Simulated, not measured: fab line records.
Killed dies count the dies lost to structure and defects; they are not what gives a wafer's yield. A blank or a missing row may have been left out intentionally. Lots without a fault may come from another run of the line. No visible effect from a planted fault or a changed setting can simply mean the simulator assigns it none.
What tool caused it? ; flow sky130 ; 13 lots, 39 wafers sampled, at 4 steps of a route of 708

WHAT THE GAUGES SHOWED, per wafer
SKY_FIELD_ISO_THK_MEAS_23. Usual: FIELD_ISO_OXIDATION_01_THK typically reads 9.97 nm, with standard deviation 0.15.
lot;measured;on;FIELD_ISO_OXIDATION_01_THK (nm);flag
L867;day 2 11:13;filmMetro-04;9.86 9.91 9.94;
L868;day 2 11:13;filmMetro-02;9.80 10.02 9.97;
L869;day 2 23:04;filmMetro-04;9.95 9.76 9.91;
L871;day 3 04:48;filmMetro-04;9.84 10.18 10.16;
L872;day 3 10:31;filmMetro-03;9.71 9.94 10.04;
L874;day 3 17:22;filmMetro-04;10.14 9.89 10.02;
L878;day 4 18:32;filmMetro-03;9.95 10.05 9.73;
L880;day 5 06:00;filmMetro-02;10.10 9.80 9.91;
L883;day 5 20:37;filmMetro-02;9.99 10.04 9.97;
L884;day 5 23:46;filmMetro-02;10.04 10.02 10.05;
L885;day 6 06:07;filmMetro-04;10.01 10.00 9.81;
L887;day 6 14:45;filmMetro-03;9.91 10.04 10.15;
L889;day 7 09:19;filmMetro-02;9.96 9.76 9.87;

SKY_NWELL_OVL_MEAS_23. Usual: NWELL_01_OVL typically reads -0.3 nm, with standard deviation 1.4.
lot;measured;on;NWELL_01_OVL (nm);flag
L867;day 5 10:30;overlay-02;0.7 -1.0 -0.8;
L868;day 5 10:10;overlay-02;-2.6 -3.9 -2.2;
L869;day 6 01:44;overlay-01;0.0 2.3 0.6;
L871;day 6 13:15;overlay-02;-0.9 -0.2 0.0;
L872;day 6 15:38;overlay-01;0.6 0.1 0.2;
L874;day 6 22:43;overlay-01;-1.1 0.5 1.8;
L878;day 8 02:27;overlay-01;1.9 1.8 1.5;
L880;day 8 15:18;overlay-02;-1.6 -3.7 -2.9;
L883;day 9 06:59;overlay-02;-1.3 -0.8 -2.0;
L884;day 9 12:07;overlay-02;-1.6 -1.1 -1.8;
L885;day 9 17:05;overlay-02;-1.4 -1.0 -2.1;
L887;day 10 12:25;overlay-01;-0.6 1.5 -1.8;
L889;day 11 12:49;overlay-01;1.1 -0.1 0.3;

TOOL THAT RAN EACH LOT (tool first, then ch and the chambers of the sampled wafers, then the start)
lot;SKY_FIELD_ISO_STRIP_16;SKY_FIELD_ISO_CVD_24
L867;plasmaAsher-01 ch 0,1, day 2 08:41;hdpcvd-01 ch 0,1,2, day 2 11:16
L868;plasmaAsher-04 ch 0,1, day 2 09:02;hdpcvd-02 ch 0,1, day 2 11:16
L869;plasmaAsher-01 ch 0,1, day 2 21:26;hdpcvd-01 ch 0,1,2, day 2 23:07
L871;plasmaAsher-01 ch 0,1, day 3 02:20;hdpcvd-02 ch 0,1,2, day 3 04:52
L872;plasmaAsher-01 ch 0,1, day 3 06:28;hdpcvd-02 ch 0,1,2, day 3 10:34
L874;plasmaAsher-01 ch 0,1, day 3 15:44;hdpcvd-01 ch 0,1,2, day 3 17:25
L878;plasmaAsher-03 ch 0,1, day 4 13:47;hdpcvd-02 ch 0,1,2, day 4 18:36
L880;plasmaAsher-04 ch 0,1, day 5 03:20;hdpcvd-02 ch 0,1, day 5 06:03
L883;plasmaAsher-01 ch 0,1, day 5 18:59;hdpcvd-01 ch 0,1,2, day 5 20:40
L884;plasmaAsher-03 ch 0,1, day 5 22:08;hdpcvd-01 ch 0,1,2, day 5 23:49
L885;plasmaAsher-01 ch 0,1, day 6 04:28;hdpcvd-01 ch 0,1,2, day 6 06:10
L887;plasmaAsher-03 ch 0,1, day 6 13:05;hdpcvd-01 ch 0,1, day 6 14:49
L889;plasmaAsher-03 ch 0,1, day 7 02:19;hdpcvd-01 ch 1,2, day 7 09:21
- SKY_FIELD_ISO_STRIP_16: strips in O2/N2.
- SKY_FIELD_ISO_CVD_24: deposits SiO2, target thk 595 nm, time 99.2 s.

WHAT THE TOOLS THEMSELVES READ (means of the sampled wafers that have a number; where no wafer has one, the mark that the record gives instead)
SKY_FIELD_ISO_STRIP_16. Usual: drypumpMotorCurrentA 5.81 A, standard deviation 0.22; oesProductAu 0.377 a.u., standard deviation 0.0048; stripTimeToEndpointS 3.55 s, standard deviation 0.035.
lot;tool;drypumpMotorCurrentA (A);oesProductAu (a.u.);stripTimeToEndpointS (s);flag
L867;plasmaAsher-01;5.70;0.379;3.59;
L868;plasmaAsher-04;5.92;0.377;3.54;
L869;plasmaAsher-01;5.64;0.374;3.54;
L871;plasmaAsher-01;5.65;0.376;3.55;
L872;plasmaAsher-01;5.64;0.379;3.56;
L874;plasmaAsher-01;5.65;0.374;3.53;
L878;plasmaAsher-03;6.05;0.381;3.56;
L880;plasmaAsher-04;5.91;0.375;3.54;
L883;plasmaAsher-01;5.64;0.376;3.56;
L884;plasmaAsher-03;6.04;0.377;3.53;
L885;plasmaAsher-01;5.69;0.384;3.58;
L887;plasmaAsher-03;5.83;0.378;3.55;
L889;plasmaAsher-03;6.05;0.375;3.51;

SKY_FIELD_ISO_CVD_24. Usual: pressureMtorr 6.002 mTorr, standard deviation 0.012; susceptorTempC 650.0 C, standard deviation 0.31.
lot;tool;pressureMtorr (mTorr);susceptorTempC (C);flag
L867;hdpcvd-01;6.016;649.9;
L868;hdpcvd-02;6.010;650.0;
L869;hdpcvd-01;6.003;650.2;
L871;hdpcvd-02;5.998;650.0;
L872;hdpcvd-02;6.001;649.9;
L874;hdpcvd-01;6.009;650.3;
L878;hdpcvd-02;4.789;649.7;OFF
L880;hdpcvd-02;4.799;650.0;OFF
L883;hdpcvd-01;5.988;650.0;
L884;hdpcvd-01;6.007;650.1;
L885;hdpcvd-01;6.008;650.4;
L887;hdpcvd-01;6.010;650.0;
L889;hdpcvd-01;6.000;650.1;

THE ANSWER, worked out from the rows above alone
Rule: take the mean of a lot's wafers that have a number; if it is more than 3 standard deviations from the usual mean, the lot is off. A lot without any number at a reading at which 4 lots or more have one is off too. All remaining lots with rows at the step are treated as sound. After the gauges, taken in route order, come the tools' own readings; for these a lot's mean is taken, as printed above. At the first step where some lot is off, the reading lying furthest off is the one used; lots without a number count as furthest.
Off, at SKY_FIELD_ISO_CVD_24 on pressureMtorr: L878, L880.
If a tool, at that step or one of the process steps before it, ran each lot that is off and ran no sound lot following the first of them, it fits. One fits: SKY_FIELD_ISO_CVD_24 on hdpcvd-02. Its last sound lot is L872 (day 3 10:34), its first lot that is off L878 (day 4 18:36): a fault that began between those two fits.
The tool's own readings at SKY_FIELD_ISO_CVD_24 bear it out: on the lots that are off they differ by more than 5 times the standard deviation of the sound lots' means. pressureMtorr reads 4.794 mTorr there against 6.005 mTorr on the sound lots.

WHAT THE SIMULATOR HAD INSERTED
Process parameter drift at SKY_FIELD_ISO_CVD_24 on hdpcvd-02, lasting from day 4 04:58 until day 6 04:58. The setting pressureMtorr was moved by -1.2, starting from 6. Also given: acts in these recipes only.
Lots struck among those shown: L878, L880. Same finding as the rule above.
